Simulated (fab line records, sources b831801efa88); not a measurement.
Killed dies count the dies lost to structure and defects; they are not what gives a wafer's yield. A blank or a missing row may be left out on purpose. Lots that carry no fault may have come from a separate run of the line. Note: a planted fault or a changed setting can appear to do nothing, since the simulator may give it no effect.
Struck lot and sound lot, side by side | flow gf180mcu | 16 steps out of a route of 602
Sound: the wafers L104.1, L104.2, L104.4. Struck: wafers L112.1, L112.3, L112.4. At the end, the cause is stated.
Each step with rows lists, per side, the tool, then ch with its chambers, then its first start. Under that, the readings that differ: sound wafers | struck wafers | difference of the means | sigmas: that difference in standard deviations of wafers without a fault.
alike: words and numbers the same on both sides, and readings whose means are apart by under 2 such deviations; not compared: readings that were withheld, readings missing a value for some wafer, numbers with overlapping values and no deviation given by the record, and bounds like >300 which may hide the same value.
A row with sigmas, a row that says differs or no value, or rows on one side alone: a step with any of these is where the two part. Non-overlapping numbers with no deviation appear without sigmas and do not part them. Lack of a reading on every wafer of one side parts them only where that side has two or more wafers.

first, 2 steps without rows for these wafers: GF_MVPSD_IMPLANT_08; GF_MVPSD_IMPLANT_09.
GF_MVPSD_STRIP_10: strips in O2/N2.
  sound on plasma_asher-01 ch 0,1, day 6 23:20; struck on plasma_asher-01 ch 0,1, day 9 00:53
  reading                      | sound             | struck            | difference | sigmas
  strip_time_to_endpoint_s (s) | 37.26 37.13 37.21 | 36.99 36.87 36.96 | -0.26      | -2
  alike: drypump_motor_current_A, heater_power_w, oes_product_au
  not compared: rf_hours_counter_h
GF_MVPSD_TW_MEAS_11:
  sound on film_metro-01, day 6 23:26; struck on film_metro-01, day 9 00:59
  alike: MVPSD_TW
then, 7 steps without rows for these wafers: GF_VT_IMPLANT_DEHYDRATE_00 (time 60 s); GF_VT_IMPLANT_HMDS_01 (prime time 60 s); GF_VT_IMPLANT_COAT_02 (resist thk 1000 nm); GF_VT_IMPLANT_SOFTBAKE_03 (time 60 s); GF_VT_IMPLANT_EXPOSE_04 (exposes mask LVPWELL LV AREA, target cd 600 nm); GF_VT_IMPLANT_PEB_05; GF_VT_IMPLANT_DEVELOP_06 (develop time 60 s).
GF_VT_IMPLANT_OVL_MEAS_07:
  sound on overlay-01, day 7 14:50; struck on overlay-02, day 9 18:08
  alike: VT_IMPLANT_OVL
GF_VT_IMPLANT_IMPLANT_08:
  sound on implanter-01 ch 0, day 7 14:53; struck on implanter-04 ch 0, day 9 18:11
  reading                   | sound                | struck               | difference | sigmas
  beam_energy_keV           | 19.998 19.996 19.994 | 21.093 21.099 21.095 | +1.100     | +99 or more
  model.implant.rp_nm (nm)  | 17.44 17.44 17.44    | 18.2 18.2 18.2       | +0.8       |
  model.implant.drp_nm (nm) | 9.752 9.752 9.752    | 10.12 10.12 10.12    | +0.37      |
GF_VT_IMPLANT_STRIP_09: strips in O2/N2.
  sound on plasma_asher-04 ch 0,1, day 7 15:02; struck on plasma_asher-03 ch 0,1, day 9 18:20
  alike: drypump_motor_current_A, heater_power_w, oes_product_au, strip_time_to_endpoint_s
  not compared: rf_hours_counter_h
GF_VT_IMPLANT_TW_MEAS_10:
  sound on film_metro-04, day 7 15:08; struck on film_metro-02, day 9 18:26
  reading       | sound       | struck      | difference | sigmas
  VT_IMPLANT_TW | 564 558 563 | 573 573 569 | +10        | +3
then, 1 step without rows for these wafers: GF_VT_IMPLANT_DEHYDRATE_11 (time 60 s).

## WHERE THEY PART
First at GF_MVPSD_STRIP_10; last, within this record, at GF_VT_IMPLANT_TW_MEAS_10.

WHY: what had been put in by the simulator
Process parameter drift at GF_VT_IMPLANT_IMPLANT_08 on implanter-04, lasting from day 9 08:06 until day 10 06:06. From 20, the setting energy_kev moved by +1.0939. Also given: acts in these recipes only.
